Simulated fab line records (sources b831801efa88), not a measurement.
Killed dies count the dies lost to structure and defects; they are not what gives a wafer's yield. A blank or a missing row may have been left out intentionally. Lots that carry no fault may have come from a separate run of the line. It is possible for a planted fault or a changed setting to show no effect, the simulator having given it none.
Comparing a struck lot with a sound one | flow gf180mcu | 14 out of 602 route steps
Sound: wafers L736.3, L736.5, L736.6. Wafers L746.2, L746.3, L746.5 were the ones struck. At the end, the cause is stated.
Order at every step that has rows: each side's tool, ch and its chambers, its first start. Under that, the readings that differ: sound wafers | struck wafers | difference of the means | sigmas: that difference in standard deviations of wafers without a fault.
alike: readings whose means differ by less than 2 such deviations, and words and numbers that are the same on both sides. not compared: withheld readings, readings that some wafer has no value for, bounds like >300 that may hide the same value, and numbers for which the record gives no deviation and whose values overlap.
Wherever a step has rows on one side only, a row that says differs or no value, or a row with sigmas, the two part there. When numbers do not overlap yet have no deviation, they are printed without sigmas and do not part them. A reading that every wafer of one side lacks parts them only if that side has two wafers or more.

first, 1 step without rows for these wafers: GF_CONTACT_CVD_00 (deposits SiO2, target thk 300 nm, time 50 s).
GF_CONTACT_THK_MEAS_01:
  sound on filmMetro-03 at day 16 03:38; struck on filmMetro-04 at day 19 17:11
  alike: CONTACT_CVD_00_THK
GF_CONTACT_CVD_02: deposits SiO2 from TEOS, target thk 860 nm, time 95.992 s.
  sound on pecvd-01 ch 1,2, day 16 03:41; struck on pecvd-01 ch 0,2, day 19 17:14
  alike: heaterPowerW
  not compared: sinceWetCleanH
GF_CONTACT_THK_MEAS_03:
  sound on filmMetro-04 at day 16 03:46; struck on filmMetro-01 at day 19 17:19
  alike: CONTACT_CVD_02_THK
GF_CONTACT_CMP_04: polishes SiO2.
  sound on cmp-02 ch 0,1,3, day 16 03:58; struck on cmp-02 ch 1,2,3, day 19 17:25
  alike: motorCurrentA, timeToEndpointS
GF_CONTACT_BOW_MEAS_05:
  sound on filmMetro-01 at day 16 04:09; struck on filmMetro-04 at day 19 17:41
  alike: CONTACT_BOW
then, 6 steps without rows for these wafers: GF_CONTACT_DEHYDRATE_06 (time 60 s); GF_CONTACT_HMDS_07 (prime time 60 s); GF_CONTACT_COAT_08; GF_CONTACT_COAT_09 (resist thk 1000 nm); GF_CONTACT_SOFTBAKE_10 (time 60 s); GF_CONTACT_EXPOSE_11 (exposes mask Contact, target cd 220 nm).
GF_CONTACT_PEB_12: peb time 90 s.
  sound on lithoTrack-03 ch 0, day 17 02:40; struck on lithoTrack-01, day 20 17:36
  no value came back on the struck wafers for chillPlateTempC (C), exhaustPa (Pa); on the sound wafers chillPlateTempC (C) reads 22.91 22.96 23.05
then, 1 step without rows for these wafers: GF_CONTACT_DEVELOP_13 (develop time 60 s).

WHERE THEY PART
GF_CONTACT_PEB_12 only, going by this record.

WHY: what had been put in by the simulator
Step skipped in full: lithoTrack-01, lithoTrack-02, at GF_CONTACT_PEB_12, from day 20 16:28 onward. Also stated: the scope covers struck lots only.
